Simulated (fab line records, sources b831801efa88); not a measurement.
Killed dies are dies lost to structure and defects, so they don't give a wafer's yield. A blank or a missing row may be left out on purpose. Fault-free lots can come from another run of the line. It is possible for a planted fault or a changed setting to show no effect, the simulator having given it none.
The tool behind it: which one? -- flow sky130 -- 24 lots with 72 wafers sampled at 4 steps, on a route of 708 steps

## WHAT EACH GAUGE READ, for each wafer
SKY_CONTACT_RS_MEAS_25: uses a four-point probe to measure. Usual: CONTACT_W_RS typically reads 0.338 ohm/sq, with standard deviation 0.0042.
lot,measured,on,CONTACT_W_RS (ohm/sq),flag
L074,day 31 05:58,film metro-04,0.338 0.338 0.339,
L075,day 31 07:31,film metro-01,0.339 0.336 0.335,
L076,day 32 02:22,film metro-01,0.338 0.339 0.341,
L077,day 32 05:53,film metro-03,0.331 0.328 0.333,
L078,day 32 17:40,film metro-01,0.338 0.336 0.338,
L079,day 33 13:32,film metro-01,0.336 0.340 0.340,
L080,day 33 20:07,film metro-03,0.338 0.339 0.338,
L081,day 34 00:51,film metro-04,0.339 0.337 0.339,
L082,day 34 15:02,film metro-03,0.331 0.325 0.330,
L083,day 34 18:51,film metro-04,0.341 0.342 0.348,
L085,day 35 15:22,film metro-03,0.344 0.339 0.343,
L084,day 35 19:38,film metro-04,0.344 0.343 0.345,
L087,day 36 06:56,film metro-03,0.342 0.342 0.343,
L086,day 36 07:09,film metro-01,0.339 0.339 0.337,
L088,day 36 13:11,film metro-04,0.341 0.334 0.335,
L090,day 36 19:40,film metro-03,0.336 0.338 0.338,
L089,day 36 20:49,film metro-03,0.337 0.333 0.341,
L091,day 36 23:19,film metro-03,0.338 0.339 0.337,
L093,day 37 15:18,film metro-01,0.341 0.343 0.347,
L092,day 37 18:26,film metro-04,0.336 0.342 0.338,
L094,day 38 00:53,film metro-01,0.337 0.339 0.340,
L095,day 38 05:09,film metro-04,0.334 0.339 0.344,
L096,day 38 08:34,film metro-01,0.339 0.338 0.337,
L097,day 38 19:40,film metro-04,0.336 0.335 0.332,

SKY_METAL2_THK_MEAS_06: measures by xrf. Usual: METAL2_ALCU_THK typically reads 251 nm, with standard deviation 3.7.
lot,measured,on,METAL2_ALCU_THK (nm),flag
L074,day 33 14:59,film metro-01,245 244 245,
L075,day 33 17:48,film metro-02,248 246 249,
L076,day 34 12:13,film metro-01,252 253 252,
L077,day 34 14:38,film metro-04,254 250 255,
L078,day 35 02:20,film metro-04,251 250 254,
L079,day 35 22:06,film metro-02,248 253 250,
L080,day 36 04:25,film metro-04,258 256 253,
L081,day 36 09:16,film metro-04,250 251 252,
L082,day 36 21:49,film metro-01,255 255 262,
L083,day 37 03:14,film metro-02,248 247 247,
L085,day 37 23:51,film metro-02,248 246 250,
L084,day 38 03:30,film metro-04,251 249 251,
L087,day 38 13:53,film metro-02,252 249 248,
L086,day 38 14:33,film metro-02,249 244 246,
L088,day 38 21:01,film metro-01,251 254 252,
L090,day 39 03:50,film metro-02,256 258 255,
L089,day 39 04:26,film metro-04,249 255 251,
L091,day 39 07:26,film metro-01,247 247 244,
L093,day 39 22:25,film metro-02,250 252 255,
L092,day 40 01:19,film metro-02,250 250 248,
L094,day 40 07:21,film metro-02,249 254 250,
L095,day 40 11:05,film metro-02,256 250 252,
L096,day 40 14:56,film metro-04,244 246 247,
L097,day 41 00:22,film metro-04,248 252 251,

## EACH LOT AND THE TOOL THAT RAN IT (in order: tool; ch and the chambers of the sampled wafers; start)
lot,SKY_CONTACT_CVD_24,SKY_METAL2_SPUTTER_01
L074,"cvd w-01 ch 0,1, day 31 05:51","pvd sputter-01, day 33 14:44"
L075,"cvd w-02 ch 0,1, day 31 07:24","pvd sputter-03, day 33 17:34"
L076,"cvd w-02 ch 1, day 32 02:10","pvd sputter-01, day 34 11:59"
L077,"cvd w-01 ch 0,1, day 32 05:46","pvd sputter-02, day 34 14:23"
L078,"cvd w-01 ch 0,1, day 32 17:32","pvd sputter-03, day 35 02:05"
L079,"cvd w-01 ch 0,1, day 33 13:24","pvd sputter-01, day 35 21:51"
L080,"cvd w-02 ch 0,1, day 33 19:59","pvd sputter-02, day 36 04:10"
L081,"cvd w-02 ch 0,1, day 34 00:43","pvd sputter-01, day 36 09:01"
L082,"cvd w-01 ch 0,1, day 34 14:54","pvd sputter-02, day 36 21:34"
L083,"cvd w-02 ch 0,1, day 34 18:43","pvd sputter-03, day 37 02:59"
L085,"cvd w-02 ch 0,1, day 35 15:15","pvd sputter-02, day 37 23:37"
L084,"cvd w-02 ch 0,1, day 35 19:32","pvd sputter-03, day 38 03:14"
L087,"cvd w-02 ch 0,1, day 36 06:48","pvd sputter-02, day 38 13:38"
L086,"cvd w-01 ch 0,1, day 36 07:02","pvd sputter-03, day 38 14:19"
L088,"cvd w-01 ch 0,1, day 36 13:03","pvd sputter-01, day 38 20:47"
L090,"cvd w-01 ch 1, day 36 19:33","pvd sputter-02, day 39 03:36"
L089,"cvd w-01 ch 0,1, day 36 20:41","pvd sputter-01, day 39 04:11"
L091,"cvd w-01 ch 0,1, day 36 23:12","pvd sputter-03, day 39 07:11"
L093,"cvd w-02 ch 0,1, day 37 15:11","pvd sputter-03, day 39 22:10"
L092,"cvd w-01 ch 0,1, day 37 18:19","pvd sputter-03, day 40 01:04"
L094,"cvd w-01 ch 0,1, day 38 00:46","pvd sputter-01, day 40 07:07"
L095,"cvd w-01 ch 0,1, day 38 05:02","pvd sputter-02, day 40 10:51"
L096,"cvd w-01 ch 0,1, day 38 08:27","pvd sputter-03, day 40 14:41"
L097,"cvd w-01 ch 0,1, day 38 19:33","pvd sputter-01, day 41 00:08"
- SKY_CONTACT_CVD_24: deposits W, target thk 340 nm, time 102.12 s.
- SKY_METAL2_SPUTTER_01: material TiN, target thk 20 nm, time 16.7 s.

## AS READ BY THE TOOLS THEMSELVES (means over the sampled wafers that have a number; for cases with no such wafer, the mark the record gives instead)
SKY_CONTACT_CVD_24. Usual: heater power w 893 W, standard deviation 53; susceptor temp C 400.02 C, standard deviation 0.2.
lot,tool,heater power w (W),susceptor temp C (C),flag
L074,cvd w-01,917,400.03,
L075,cvd w-02,828,399.96,
L076,cvd w-02,910,400.33,
L077,cvd w-01,913,399.90,
L078,cvd w-01,928,399.84,
L079,cvd w-01,906,400.10,
L080,cvd w-02,818,399.94,
L081,cvd w-02,826,399.95,
L082,cvd w-01,922,400.05,
L083,cvd w-02,877,400.10,
L085,cvd w-02,827,399.99,
L084,cvd w-02,818,399.80,
L087,cvd w-02,872,399.81,
L086,cvd w-01,912,399.76,
L088,cvd w-01,919,399.98,
L090,cvd w-01,924,400.05,
L089,cvd w-01,911,400.10,
L091,cvd w-01,924,400.05,
L093,cvd w-02,831,399.92,
L092,cvd w-01,923,399.95,
L094,cvd w-01,911,400.05,
L095,cvd w-01,914,399.99,
L096,cvd w-01,918,400.34,
L097,cvd w-01,924,399.96,

SKY_METAL2_SPUTTER_01. Usual: chamber pressure pa 0.4000 Pa, standard deviation 0.00078; throttle valve pct 29.6 %, standard deviation 1.
lot,tool,chamber pressure pa (Pa),throttle valve pct (%),flag
L074,pvd sputter-01,0.4003,29.5,
L075,pvd sputter-03,0.4002,28.9,
L076,pvd sputter-01,0.3998,30.2,
L077,pvd sputter-02,0.3992,30.7,
L078,pvd sputter-03,0.4000,28.8,
L079,pvd sputter-01,0.4000,29.5,
L080,pvd sputter-02,0.4000,30.2,
L081,pvd sputter-01,0.3999,29.7,
L082,pvd sputter-02,0.3995,30.3,
L083,pvd sputter-03,0.3999,28.8,
L085,pvd sputter-02,0.3999,29.6,
L084,pvd sputter-03,0.3991,29.4,
L087,pvd sputter-02,0.4004,30.3,
L086,pvd sputter-03,0.3999,28.2,
L088,pvd sputter-01,0.4007,29.7,
L090,pvd sputter-02,0.4001,30.6,
L089,pvd sputter-01,0.4006,29.5,
L091,pvd sputter-03,0.4010,28.8,
L093,pvd sputter-03,0.4004,29.6,
L092,pvd sputter-03,0.3997,28.9,
L094,pvd sputter-01,0.4004,30.7,
L095,pvd sputter-02,0.4002,30.6,
L096,pvd sputter-03,0.4001,28.7,
L097,pvd sputter-01,0.3996,29.2,

## THE ANSWER, worked out from the rows above alone
Rule: a lot is off if the mean of its wafers that have a number lies more than 3 standard deviations from the usual mean. Also off: a lot with no number at a reading for which 4 or more lots have one. The other lots that the step has rows for count as sound. The gauges are gone through in route order, then the tools' own readings, and for those a lot's mean is taken as printed above. The first step at which some lot is off is used, and at that step the reading that is off furthest; a lot without a number counts as furthest.
None of the lots is off at any reading shown; this tells nothing.

## WHAT HAD BEEN PUT IN BY THE SIMULATOR
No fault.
